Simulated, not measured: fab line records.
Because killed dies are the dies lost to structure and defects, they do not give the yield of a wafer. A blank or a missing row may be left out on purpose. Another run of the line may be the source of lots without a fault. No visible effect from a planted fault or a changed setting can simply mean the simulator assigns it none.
Lot-split experiment    flow sky130    5 lots, 23 wafers read, on a route of 708 steps

ON THE SPLIT
At SKY_LI_CONTACT_CMP_24 (polishes, stops on PSG, t overpolish 20 s, target thk 0 nm), the setting t_overpolish_s was moved away from the recipe's 20 s on 7 of the 23 wafers read, by -22.7% to +15.5%. For the rest of the wafers, this setting stayed at what the recipe calls for.

Reading taken at the split's own step.

THE READING
overpolish_run_s, in s, at SKY_LI_CONTACT_CMP_24 (polishes, stops on PSG, t overpolish 20 s, target thk 0 nm). Typical for fault-free wafers on this fab line: 19.998 s, with standard deviation 0.01 s.

wafer   tool, chamber at the split  t_overpolish_s as run, s  against the recipe  overpolish_run_s, s  against lot-mates on the recipe
L074.3  cmp-01, 1                   20                        recipe              20.004               -
L074.4  cmp-01, 3                   17.27                     -13.7%              17.246               -2.753
L074.1  cmp-01, 0                   20                        recipe              20.011               -
L074.5  cmp-01, 1                   17.27                     -13.7%              17.263               -2.736
L074.6  cmp-01, 2                   20                        recipe              19.981               -
L079.4  cmp-01, 2                   23.11                     +15.5%              23.096               +3.102
L079.3  cmp-01, 0                   20                        recipe              19.990               -
L079.1  cmp-01, 1                   23.11                     +15.5%              23.103               +3.109
L079.5  cmp-01, 2                   23.11                     +15.5%              23.104               +3.110
L079.6  cmp-01, 3                   20                        recipe              19.998               -
L081.3  cmp-01, 3                   20                        recipe              19.992               -
L081.4  cmp-01, 0                   20                        recipe              19.998               -
L081.2  cmp-01, 2                   20                        recipe              19.989               -
L081.5  cmp-01, 3                   20                        recipe              19.998               -
L081.6  cmp-01, 0                   20                        recipe              20.012               -
L084.1  cmp-02, 1                   15.46                     -22.7%              15.470               -4.524
L084.2  cmp-02, 2                   20                        recipe              19.980               -
L084.4  cmp-02, 3                   20                        recipe              19.999               -
L084.5  cmp-02, 1                   20                        recipe              20.003               -
L084.6  cmp-02, 2                   15.46                     -22.7%              15.456               -4.538
L085.2  cmp-02, 3                   20                        recipe              20.001               -
L085.3  cmp-02, 0                   20                        recipe              19.990               -
L085.6  cmp-02, 3                   20                        recipe              19.980               -

FIT RESULTS
A straight line over all 23 wafers: overpolish_run_s changes by +0.2 s for each +1% of t_overpolish_s; r = +1.00; the points scatter about the line by 0.01 s.
The same after taking each lot's own level away (the mean of its wafers on the recipe; 23 wafers): +0.2 s for each +1%; r = +1.00; scatter 0.01 s.
On that fit, the largest move of t_overpolish_s shifts the reading by 4.5 s.
The span of the lots' own levels, 19.9903 to 19.9987 s, comes to 0.8 times the standard deviation stated above.
So the lot-to-lot level changes the slope little: the two slopes agree.
Check: -4.54 s against its lot-mates is what the line predicts for one of the wafers moved furthest among these (-22.7%) when that wafer is left out of the fit. It came out at -4.52 s against them.
Tool readings at the split's step, against how far the setting was moved: overpolish_run_s r = +1.00.

THESE WAFERS: OTHER SPLITS
Before the reading, these wafers also passed through other splits. Each is held against what the fit with the lots' levels taken away leaves over:
other split on the same wafers   wafers away from the commonest value  r with overpolish_run_s (lot level and that fit taken away)
SKY_SD_P_IMPLANT_09 energy_kev   6                                     -0.08
SKY_SD_N_IMPLANT_10 energy_kev   5                                     +0.30
SKY_LI_CONTACT_HDPCVD_00 time_s  8                                     +0.08
SKY_LI_CONTACT_ETCH_14 time_s    8                                     +0.36

FILE'S OWN FIT
overpolish_run_s changes by +0.2 s for each +1% of t_overpolish_s, r = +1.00.
